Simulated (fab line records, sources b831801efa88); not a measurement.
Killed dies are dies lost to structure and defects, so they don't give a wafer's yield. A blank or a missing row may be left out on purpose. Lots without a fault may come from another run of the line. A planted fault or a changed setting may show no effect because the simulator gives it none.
Which tool did it? | flow gf180mcu | 12 lots, 36 wafers sampled, at 6 steps of a route of 602

WHAT THE GAUGES READ, wafer by wafer
GF_SALICIDE_RS_MEAS_04: measures by four-point-probe.
lot  | measured     | on            | SALICIDE_TIN_RS (ohm/sq)
L188 | day 14 22:13 | film_metro-02 | 16.28 16.13 16.20
L189 | day 15 07:11 | film_metro-03 | 16.63 16.71 16.45
L198 | day 18 23:04 | film_metro-04 | 14.24 14.25 14.02
L199 | day 19 04:32 | film_metro-04 | 13.65 13.92 13.76
L200 | day 19 11:37 | film_metro-03 | 16.15 16.51 16.19
L203 | day 20 08:28 | film_metro-03 | 16.70 16.52 16.55
L204 | day 20 22:40 | film_metro-03 | 15.80 15.86 15.92
L205 | day 21 12:21 | film_metro-02 | 16.42 16.49 16.58
L207 | day 22 02:16 | film_metro-04 | 16.24 16.55 16.13
L209 | day 22 17:56 | film_metro-04 | 16.18 16.51 16.16
L210 | day 23 07:48 | film_metro-02 | 16.32 16.56 16.23
L211 | day 23 08:36 | film_metro-02 | 16.56 16.58 16.55

GF_SALICIDE_THK_MEAS_05: measures by xrf.
lot  | measured     | on            | SALICIDE_TIN_THK (nm)
L188 | day 14 22:20 | film_metro-02 | 19.65 19.71 19.76
L189 | day 15 07:17 | film_metro-03 | 19.60 19.44 19.82
L198 | day 18 23:11 | film_metro-04 | 28.07 28.15 28.25
L199 | day 19 04:39 | film_metro-04 | 28.62 28.60 28.61
L200 | day 19 11:44 | film_metro-03 | 19.82 19.91 20.00
L203 | day 20 08:34 | film_metro-03 | 19.70 19.84 19.74
L204 | day 20 22:47 | film_metro-03 | 19.91 19.96 19.95
L205 | day 21 12:28 | film_metro-02 | 20.29 19.86 19.91
L207 | day 22 02:22 | film_metro-04 | 19.51 19.80 19.73
L209 | day 22 18:04 | film_metro-04 | 19.99 20.16 20.04
L210 | day 23 07:55 | film_metro-02 | 19.57 19.87 19.70
L211 | day 23 08:42 | film_metro-02 | 19.73 19.86 19.97

GF_CONTACT_THK_MEAS_01.
lot  | measured     | on            | CONTACT_CVD_00_THK (nm)
L188 | day 14 22:44 | film_metro-04 | 307.1 300.6 306.4
L189 | day 15 07:41 | film_metro-01 | 301.3 303.6 300.0
L198 | day 18 23:34 | film_metro-04 | 301.1 300.1 299.4
L199 | day 19 05:04 | film_metro-04 | 300.3 301.3 303.0
L200 | day 19 12:07 | film_metro-01 | 303.6 304.6 304.6
L203 | day 20 08:59 | film_metro-03 | 300.9 305.1 303.0
L204 | day 20 23:11 | film_metro-03 | 306.3 307.0 308.4
L205 | day 21 12:52 | film_metro-01 | 299.4 303.0 299.1
L207 | day 22 02:45 | film_metro-01 | 302.3 302.5 299.7
L209 | day 22 18:27 | film_metro-04 | 303.1 299.6 296.5
L210 | day 23 08:20 | film_metro-03 | 301.5 301.2 301.3
L211 | day 23 09:06 | film_metro-01 | 302.6 301.1 300.4

WHICH TOOL RAN EACH LOT (tool, then ch and the chambers of the sampled wafers, then the start)
lot  | GF_SAB_CVD_00                   | GF_SAB_STRIP_13                      | GF_SALICIDE_SPUTTER_03
L188 | pecvd-04 ch 0,1,2, day 14 00:52 | plasma_asher-04 ch 0,1, day 14 21:59 | pvd_sputter-04, day 14 22:12
L189 | pecvd-01 ch 0,1,2, day 14 10:13 | plasma_asher-03 ch 0,1, day 15 06:55 | pvd_sputter-04, day 15 07:06
L198 | pecvd-04 ch 0,1,2, day 17 22:42 | plasma_asher-04 ch 0,1, day 18 22:49 | pvd_sputter-04, day 18 23:02
L199 | pecvd-02 ch 0,2, day 18 04:07   | plasma_asher-01 ch 0,1, day 19 04:16 | pvd_sputter-04, day 19 04:29
L200 | pecvd-02 ch 0,1, day 18 10:27   | plasma_asher-04 ch 0,1, day 19 11:22 | pvd_sputter-03, day 19 11:35
L203 | pecvd-04 ch 0,2, day 19 08:33   | plasma_asher-04 ch 0,1, day 20 08:13 | pvd_sputter-03, day 20 08:25
L204 | pecvd-01 ch 0,1,2, day 19 22:01 | plasma_asher-01 ch 0,1, day 20 22:26 | pvd_sputter-02, day 20 22:39
L205 | pecvd-04 ch 0,1, day 20 11:54   | plasma_asher-03 ch 0,1, day 21 12:07 | pvd_sputter-03, day 21 12:20
L207 | pecvd-04 ch 0,1,2, day 21 01:52 | plasma_asher-01 ch 0,1, day 22 02:00 | pvd_sputter-02, day 22 02:11
L209 | pecvd-04 ch 0,1, day 21 18:51   | plasma_asher-04 ch 0,1, day 22 17:41 | pvd_sputter-03, day 22 17:55
L210 | pecvd-02 ch 1,2, day 22 07:52   | plasma_asher-01 ch 0,1, day 23 07:32 | pvd_sputter-02, day 23 07:46
L211 | pecvd-01 ch 1,2, day 22 09:12   | plasma_asher-04 ch 0,1, day 23 08:21 | pvd_sputter-03, day 23 08:32
- GF_SAB_CVD_00: deposits SiO2 from TEOS, target thk 50 nm, time 4.9302 s.
- GF_SAB_STRIP_13: strips in O2/N2.
- GF_SALICIDE_SPUTTER_03: material TiN, target thk 20 nm, time 16.7 s.

WHAT THE TOOLS THEMSELVES READ (means of the sampled wafers that have a number; where no wafer has one, the mark that the record gives instead)
GF_SAB_CVD_00.
lot  | tool     | heater_power_outer_w (W) | heater_power_w (W)
L188 | pecvd-04 | 374                      | 652
L189 | pecvd-01 | 390                      | 705
L198 | pecvd-04 | 363                      | 638
L199 | pecvd-02 | 338                      | 593
L200 | pecvd-02 | 371                      | 654
L203 | pecvd-04 | 338                      | 576
L204 | pecvd-01 | 392                      | 690
L205 | pecvd-04 | 428                      | 730
L207 | pecvd-04 | 369                      | 639
L209 | pecvd-04 | 428                      | 732
L210 | pecvd-02 | 422                      | 714
L211 | pecvd-01 | 432                      | 722

GF_SAB_STRIP_13.
lot  | tool            | drypump_motor_current_A (A) | heater_power_w (W) | oes_product_au (a.u.) | strip_time_to_endpoint_s (s)
L188 | plasma_asher-04 | 6.1                         | 320                | 0.709                 | 12.62
L189 | plasma_asher-03 | 5.2                         | 325                | 0.714                 | 12.59
L198 | plasma_asher-04 | 6.1                         | 316                | 0.710                 | 12.61
L199 | plasma_asher-01 | 5.7                         | 341                | 0.709                 | 12.56
L200 | plasma_asher-04 | 6.1                         | 322                | 0.709                 | 12.57
L203 | plasma_asher-04 | 6.1                         | 312                | 0.706                 | 12.58
L204 | plasma_asher-01 | 5.7                         | 345                | 0.710                 | 12.60
L205 | plasma_asher-03 | 5.1                         | 324                | 0.710                 | 12.65
L207 | plasma_asher-01 | 5.7                         | 339                | 0.712                 | 12.67
L209 | plasma_asher-04 | 6.1                         | 317                | 0.709                 | 12.63
L210 | plasma_asher-01 | 5.9                         | 359                | 0.711                 | 12.57
L211 | plasma_asher-04 | 6.1                         | 315                | 0.707                 | 12.59

GF_SALICIDE_SPUTTER_03.
lot  | tool           | cathode_dc_power_W (W) | throttle_valve_pct (%)
L188 | pvd_sputter-04 | 6499.0                 | 31.0
L189 | pvd_sputter-04 | 6499.8                 | 31.3
L198 | pvd_sputter-04 | 6500.3                 | 30.8
L199 | pvd_sputter-04 | 6500.6                 | 28.8
L200 | pvd_sputter-03 | 6499.9                 | 31.1
L203 | pvd_sputter-03 | 6500.9                 | 30.8
L204 | pvd_sputter-02 | 6500.9                 | 29.5
L205 | pvd_sputter-03 | 6501.1                 | 31.2
L207 | pvd_sputter-02 | 6500.2                 | 30.0
L209 | pvd_sputter-03 | 6501.0                 | 30.6
L210 | pvd_sputter-02 | 6500.0                 | 29.8
L211 | pvd_sputter-03 | 6500.7                 | 30.3

THE ANSWER, worked out from the rows above alone
Rule: what is usual is taken from the lots themselves. Put in order of their means at a reading, lots are off if they are a third of the lots or fewer, leave a main group of 4 or more, and stand apart from it by a gap of 3 or more times the standard deviation of the main group's means; of several such gaps the widest counts. A main group whose means are all the same, to the digits that the tables above print for the reading, isn't used. A lot without any number at a reading at which 4 lots or more have one is off too. The other lots that the step has rows for count as sound. The gauges are gone through in route order, then the tools' own readings, and for those a lot's mean is taken as printed above. The first step at which some lot is off is used, and at that step the reading that is off furthest; a lot without a number counts as furthest.
Off: L198, L199, at GF_SALICIDE_RS_MEAS_04 (SALICIDE_TIN_RS). The main group: mean 16.36 ohm/sq, standard deviation 0.21.
A tool fits if, at a process step before that reading, it ran every lot that is off, and no sound lot after the first of them. The gauges at GF_SALICIDE_RS_MEAS_04 are tried like those tools. One fits: pvd_sputter-04 at GF_SALICIDE_SPUTTER_03. Its last sound lot is L189 (day 15 07:06), its first lot that is off L198 (day 18 23:02): a fault that began between those two fits.

WHAT THE SIMULATOR HAD PUT IN
Process parameter drift: pvd_sputter-04, from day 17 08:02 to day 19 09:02, at GF_SALICIDE_SPUTTER_03. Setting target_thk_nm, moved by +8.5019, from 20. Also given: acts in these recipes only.
Lots struck among those shown: L198, L199. The rule above found the same.
